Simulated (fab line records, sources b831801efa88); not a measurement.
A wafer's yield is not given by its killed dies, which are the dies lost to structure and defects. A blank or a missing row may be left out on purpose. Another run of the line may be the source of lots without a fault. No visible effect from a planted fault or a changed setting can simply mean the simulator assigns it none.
Comparing a struck lot with a sound one -- flow sky130 -- 14 out of 708 route steps
Sound: the wafers L508.4, L508.5, L508.6. Struck: wafers L516.3, L516.4, L516.5. The cause is given at the end.
Per side, at each step with rows, come the tool, then ch with its chambers, and then its first start. Under that, the readings that differ: sound wafers -- struck wafers -- difference of the means -- sigmas: that difference in standard deviations of wafers without a fault.
alike: a reading whose means differ by less than 2 such deviations, as well as words and numbers matching on both sides. not compared: withheld readings; readings where some wafer has no value; bounds like >300 that might hide an equal value; numbers whose values overlap and for which the record gives no deviation.
Wherever a step has rows on one side only, a row that says differs or no value, or a row with sigmas, the two part there. Numbers that don't overlap but have no deviation are shown without sigmas and don't part them. Lack of a reading on every wafer of one side parts them only where that side has two or more wafers.

first, 5 steps without rows for these wafers: SKY_SD_N_COAT_02 (resist thk 1140 nm); SKY_SD_N_SOFTBAKE_03 (time 60 s); SKY_SD_N_EXPOSE_04 (exposes mask NSDM, target cd 380 nm); SKY_SD_N_PEB_05; SKY_SD_N_DEVELOP_06 (develop time 60 s).
SKY_SD_N_CD_MEAS_07 targets a cd of 380 nm.
  struck on cd sem-02, day 32 18:32; sound on cd sem-01, day 30 06:13
  alike: cd nm
SKY_SD_N_OVL_MEAS_08:
  struck on overlay-02, day 32 18:38; sound on overlay-01, day 30 06:17
  alike: SD_N_OVL
then, 2 steps without rows for these wafers: SKY_SD_N_IMPLANT_09; SKY_SD_N_IMPLANT_10.
SKY_SD_N_STRIP_11: strips in O2/N2.
  sound on plasma asher-02 ch 0,1, day 30 06:38; struck on plasma asher-03 ch 0,1, day 32 18:59
  alike: drypump motor current A, oes product au, strip time to endpoint s
  not compared: rf hours counter h
SKY_SD_N_TW_MEAS_12:
  struck on film metro-04, day 32 19:05; sound on film metro-01, day 30 06:44
  alike: SD_N_TW
then, 1 step without rows for these wafers: SKY_SD_N_CLEAN_13 (cleans in SC1/SC2, time 150 s).
SKY_SD_N_RTA_14: time 2 s.
  sound on rtp anneal-01 ch 0, day 30 06:51; struck on rtp anneal-01 ch 0, day 32 19:11
reading,sound,struck,difference,sigmas
ramp down c per s,90.015 89.988 89.985,35.988 35.991 35.981,-54.009,-99 or more
  alike: lamp power pct, wafer_temp_C_max
-- the record jumps here: 17 days lie between the struck wafers' starts before and after (it left off in module SD_N and takes up again in module PAD_OPEN, whose first step shown is number 708 of the route) --
SKY_PAD_OPEN_PROBE_99:
  struck on prober-01, day 49 08:11; sound on prober-01, day 47 15:02
reading,sound,struck,difference,sigmas
model.etest.res xhigh po.line ohm um,6016 5804 6047,5125 5191 5145,-802,
model.etest.res xhigh po.rs ohm sq,2082 2070 2094,1841 1819 1827,-253,
model.etest.res pdiff.line ohm um,1402 1409 1413,1291 1287 1300,-115,
model.etest.res high po.line ohm um,760.9 768.5 770.9,720.3 706.3 710.6,-54.4,
model.etest.licon pdiff.rc ohm,585 598.1 578.6,614.9 657.8 603,+38.0,
model.etest.licon high po.rc ohm,357.8 358.1 349.7,325.1 324.5 318.3,-32.6,
model.etest.res high po.rs ohm sq,269.8 267.1 269.4,252.7 248.6 249.6,-18.5,
  alike: killed_at_M0_to_M3, killed_at_M4_up, killed at contacts, killed at front end, killed at other, killed dies, killed open, killed short
  not compared: model.etest.pfet_01v8.r on ohm um

WHERE THEY PART
Within this record, at SKY_SD_N_RTA_14 only. Later steps at which nothing parts them and some readings are alike: SKY_PAD_OPEN_PROBE_99.

WHY: whatever the simulator had introduced
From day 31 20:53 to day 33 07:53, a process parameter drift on rtp anneal-01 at SKY_SD_N_RTA_14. Setting ramp down c per s shifted by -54 from 90. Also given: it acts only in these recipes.
